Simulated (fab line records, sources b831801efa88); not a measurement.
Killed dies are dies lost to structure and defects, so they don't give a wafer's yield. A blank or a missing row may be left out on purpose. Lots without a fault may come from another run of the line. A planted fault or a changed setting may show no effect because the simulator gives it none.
Problem report in the 8D (eight disciplines) form, filled by code | flow gf180mcu | the parts of the form that need people (team, actions taken, sign-off) are left out

1. THE PROBLEM
chamber_pressure_pa at GF_M3_SPUTTER_01 reads a mean of 0.3385 Pa on 6 wafers of 2 lots; wafers without a fault read 0.4000 Pa with a standard deviation of 0.0011. That is -56 standard deviations from the usual mean.
The step: material TiN, target thk 30 nm, time 25 s.
First seen on wafer L850.1, day 25 15:32, on pvd_sputter-04. The record holds 42 wafers of 14 lots with a number at this step. Rule for "out", or "out of limits": more than 4 standard deviations from the usual mean. The other wafers with a number count as sound.

2. WHAT IT IS AND WHAT IT IS NOT
question                    | is                     | is not
which readings at this step | chamber_pressure_pa    | -
which lots                  | L850, L852             | L836, L837, L838, L839, L840, L843, L851, L854, L856, L857, L858, L859
which wafers of those lots  | all that have a number | -
read on which tools         | pvd_sputter-04         | pvd_sputter-02, pvd_sputter-03
when                        | from day 25 15:32      | up to then (18 sound wafers); but 18 sound wafers of L851, L854, L856, L857, L858, L859 came after

3. SUSPECTS, AND WHAT RULES EACH OUT
Counting: a tool at a process step up to the reading stays a suspect if it ran every lot that is out and no sound lot after the first of them.
- pvd_sputter-04 at GF_M3_SPUTTER_01 (material TiN, target thk 30 nm, time 25 s): kept. It ran every lot that is out, first L850 (day 25 15:32), and no sound lot after that; its last sound lot up to then is L843 (day 22 19:58). Its own readings are out on those wafers: chamber_pressure_pa.
Left after counting: pvd_sputter-04 at GF_M3_SPUTTER_01.

4. THE CAUSE (what the simulator had put in)
Process parameter drift: pvd_sputter-04, from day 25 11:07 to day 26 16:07, at GF_M3_SPUTTER_01. Setting chamber_pressure_pa, moved by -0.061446, from 0.4. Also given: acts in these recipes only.
Counting left only this tool.

5. THE CHAIN OF EFFECTS, in route order
Each row: a reading whose mean over the struck wafers that have a number lies more than 3 standard deviations from the usual. Only readings for which the record gives a usual standard deviation are gone through. hours: the time from each lot's start at the first step in this table that gives one to its start at this step, as a median over the lots. sigmas: the change in usual standard deviations.
hours | step             | reading             | usual     | on struck wafers | change  | sigmas
0     | GF_M3_SPUTTER_01 | chamber_pressure_pa | 0.4000 Pa | 0.3385           | -0.0615 | -56
The process steps in it:
- GF_M3_SPUTTER_01: material TiN, target thk 30 nm, time 25 s.
Later measuring or inspecting steps at which every struck wafer that the step has a row for has a number for every such reading, and none has moved that far: GF_M3_CD_MEAS_14.

6. WHAT WOULD HAVE CAUGHT IT SOONER
In this record the first reading out of limits was taken at day 25 15:32, 4 hours after the fault began at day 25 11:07.
